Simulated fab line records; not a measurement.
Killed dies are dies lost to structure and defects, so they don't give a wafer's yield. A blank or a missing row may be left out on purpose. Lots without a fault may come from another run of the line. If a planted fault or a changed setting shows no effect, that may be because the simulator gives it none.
Which of the tools did it? :: flow sfq line :: 6 lots with 18 wafers sampled at 2 steps, on a route of 325 steps

## WHAT THE GAUGES SHOWED, per wafer
SFQ_R5_THK_MEAS_934: measures by xrf.
lot: L839
measured: day 50 10:51
on: film metro-03
R5_MONX_THK (nm): 41.1 41.2 41.1

lot: L841
measured: day 50 15:32
on: film metro-03
R5_MONX_THK (nm): 40.6 41.0 40.9

lot: L843
measured: day 51 05:15
on: film metro-03
R5_MONX_THK (nm): 40.6 41.0 40.6

lot: L845
measured: day 58 03:52
on: film metro-02
R5_MONX_THK (nm): 40.7 41.1 41.2

lot: L854
measured: day 64 22:30
on: film metro-03
R5_MONX_THK (nm): 43.6 43.2 43.3

lot: L858
measured: day 66 00:13
on: film metro-03
R5_MONX_THK (nm): 43.9 43.9 43.2

## TOOL THAT RAN EACH LOT (tool first, then ch and the chambers of the sampled wafers, then the start)
lot: L839
SFQ_TRILAYER_JJ_TRILAYER_DEP_SPUTTER_110: pvd sputter-05, day 44 14:37

lot: L841
SFQ_TRILAYER_JJ_TRILAYER_DEP_SPUTTER_110: pvd sputter-06, day 44 18:28

lot: L843
SFQ_TRILAYER_JJ_TRILAYER_DEP_SPUTTER_110: pvd sputter-06, day 44 22:43

lot: L845
SFQ_TRILAYER_JJ_TRILAYER_DEP_SPUTTER_110: pvd sputter-05, day 52 02:22

lot: L854
SFQ_TRILAYER_JJ_TRILAYER_DEP_SPUTTER_110: pvd sputter-03, day 53 17:53

lot: L858
SFQ_TRILAYER_JJ_TRILAYER_DEP_SPUTTER_110: pvd sputter-03, day 60 16:25
- SFQ_TRILAYER_JJ_TRILAYER_DEP_SPUTTER_110: material Al, target thk 8 nm, time 10 s.

## THE ANSWER, worked out from the rows above alone
Rule: usual is defined by the lots themselves. Put in order of their means at a reading, lots are off if they are a third of the lots or fewer, leave a main group of 4 or more, and stand apart from it by a gap of 3 or more times the standard deviation of the main group's means; of several such gaps the widest counts. A main group is skipped when, at the precision printed for the reading in the tables above, its means are all equal. A lot without any number at a reading at which 4 lots or more have one is off too. Any other lot the step has rows for is counted as sound.
Off: L854, L858, at SFQ_R5_THK_MEAS_934 (R5_MONX_THK). Main group: mean 40.9 nm, sd 0.15.
If a tool, at a process step before that reading, ran all the lots that are off and no sound lot after the first of them, it fits. Those tools and the gauges at SFQ_R5_THK_MEAS_934 are tried in the same way. 2 tools fit, pvd sputter-03 at SFQ_TRILAYER_JJ_TRILAYER_DEP_SPUTTER_110 and film metro-03 at SFQ_R5_THK_MEAS_934, so this cannot tell which one it is.

## WHAT THE SIMULATOR HAD PUT IN
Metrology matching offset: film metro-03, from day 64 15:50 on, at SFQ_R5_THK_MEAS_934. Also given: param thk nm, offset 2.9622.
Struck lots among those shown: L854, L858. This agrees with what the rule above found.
